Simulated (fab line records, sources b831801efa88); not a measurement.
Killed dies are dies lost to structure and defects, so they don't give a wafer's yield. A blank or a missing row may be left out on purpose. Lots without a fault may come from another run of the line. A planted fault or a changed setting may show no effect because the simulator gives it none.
Chamber matching | flow gf180mcu | GF_V5_CMP_04 on cmp-02: 4 sister chambers
The step polishes SiO2. 14 wafers are shown with their chamber, then 7 later ones without.

WAFERS WITH THEIR CHAMBER
wafer  | chamber | motor_current_A (A)
L129.2 | 0       | 12.2
L129.4 | 2       | 10.1
L129.6 | 2       | 9.3
L132.3 | 2       | 10.3
L132.5 | 2       | 10.4
L132.6 | 3       | 11.0
L133.2 | 3       | 11.2
L133.3 | 1       | 11.0
L133.5 | 1       | 11.6
L134.3 | 1       | 11.2
L134.4 | 2       | 10.0
L134.6 | 3       | 11.0
L139.1 | 1       | 11.9
L139.2 | 2       | 10.1

SIGNATURES (means of the wafers above)
reading         | chamber 0 | chamber 1 | chamber 2 | chamber 3 | scatter within a chamber
motor_current_A | 12.200    | 11.425    | 10.033    | 11.067    | 0.356
Rule: a wafer's distance from a chamber is the root of the sum, over the readings, of the square of ((its reading less the chamber's mean) divided by the reading's scatter). The wafer belongs to the nearest chamber; if the next one is less than 2 further off, it can't be placed. The scatter: the root of (the sum of the squares of (reading less its chamber's mean) over the shown wafers, divided by (wafers less chambers)).

WAFERS WITHOUT THEIR CHAMBER
wafer  | motor_current_A (A)
L139.4 | 10.8
L142.1 | 9.3
L142.5 | 10.4
L142.6 | 11.4
L144.1 | 11.2
L144.3 | 10.5
L144.4 | 11.6

WHICH CHAMBER EACH WENT THROUGH
wafer  | from the rows above          | in truth
L139.4 | can't be placed: 3 or 1 or 2 | 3
L142.1 | 2                            | 2
L142.5 | can't be placed: 2 or 3 or 1 | 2
L142.6 | can't be placed: 1 or 3      | 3
L144.1 | can't be placed: 3 or 1      | 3
L144.3 | can't be placed: 2 or 3 or 1 | 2
L144.4 | can't be placed: 1 or 3 or 0 | 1
Placed correctly: 1 of 7. Can't be placed from these rows: 6 (the true chamber is among the candidates in 6). Placed wrongly: 0.
